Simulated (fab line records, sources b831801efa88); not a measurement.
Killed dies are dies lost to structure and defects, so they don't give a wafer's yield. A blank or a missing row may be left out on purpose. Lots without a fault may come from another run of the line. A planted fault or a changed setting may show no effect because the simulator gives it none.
One fault seen from 2 desks | flow gf180mcu | each desk has only its own numbers; what lay behind them comes last

THE METROLOGY DESK
What the gauges read, lot by lot, whatever tool the lot ran on: means of the sampled wafers that have a number. A lot is out of limits, marked OUT, if its mean lies more than 4 standard deviations from the usual mean; the brackets give that distance.
Columns: A = STI_CVD_03_THK at GF_STI_THK_MEAS_04, usual 206.2 nm
lot  | first seen here | A
L169 | day 1 13:59     | 205.8
L172 | day 2 04:34     | 205.8
L174 | day 2 14:34     | 208.2
L176 | day 3 05:10     | 206.6
L177 | day 3 09:23     | 205.1
L178 | day 3 13:37     | 205.7
L183 | day 4 11:35     | 205.8
L184 | day 4 16:35     | 208.1
L185 | day 4 21:59     | 208.2
L189 | day 5 17:34     | 204.4
L190 | day 5 22:34     | 203.9
L191 | day 6 03:34     | 204.2
L192 | day 6 11:59     | 202.1
This desk's finding: nothing out of limits on any of the 13 lots.

THE TOOL OWNER'S DESK: litho_track-01
The tool's own readings at GF_VT_IMPLANT_SOFTBAKE_25 (time 60 s): means of the sampled wafers that have a number, for each lot that ran on this tool. A lot is out of limits, marked OUT, if its mean lies more than 4 standard deviations from the usual mean; the brackets give that distance.
Columns: A = exhaust_pa at GF_VT_IMPLANT_SOFTBAKE_25, usual 44.8 Pa; B = heater_power_total_W at GF_VT_IMPLANT_SOFTBAKE_25, usual 56.60 W; C = run_length_s at GF_VT_IMPLANT_SOFTBAKE_25, usual 89.24 s
lot  | first seen here | A    | B               | C
L169 | day 6 11:30     | 45.3 | 56.65           | 89.42
L172 | day 7 12:45     | 44.7 | 56.57           | 89.44
L176 | day 8 13:42     | 45.9 | 56.56           | 89.47
L177 | day 8 21:00     | 43.6 | 58.59 (+42) OUT | 84.11 (-24) OUT
L178 | day 9 04:34     | 43.2 | 60.64 (+84) OUT | 78.92 (-49) OUT
L189 | day 11 23:55    | 43.6 | 56.63           | 89.43
L190 | day 12 06:43    | 43.9 | 56.53           | 89.47
L191 | day 12 10:36    | 44.6 | 56.63           | 89.50
This desk's finding: out of limits on L177, L178; first on L177, day 8 21:00 (heater_power_total_W at GF_VT_IMPLANT_SOFTBAKE_25). In limits: L169, L172, L176, L189, L190, L191.

PUT TOGETHER
The tool owner's desk could have raised an alarm at day 8 21:00, on L177, L178.
The metrology desk saw nothing out of limits.
The metrology desk has L177, L178 on record, within its limits.
Of the lots named, all ran GF_VT_IMPLANT_SOFTBAKE_25 on litho_track-01.

WHAT THE SIMULATOR HAD PUT IN
Process parameter drift: litho_track-01, from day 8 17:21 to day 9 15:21, at GF_VT_IMPLANT_SOFTBAKE_25. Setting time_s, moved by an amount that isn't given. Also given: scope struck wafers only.
Lots struck among those shown: L177, L178.
Hours from the fault's start to each desk's first reading out of limits: the tool owner's desk, 4.
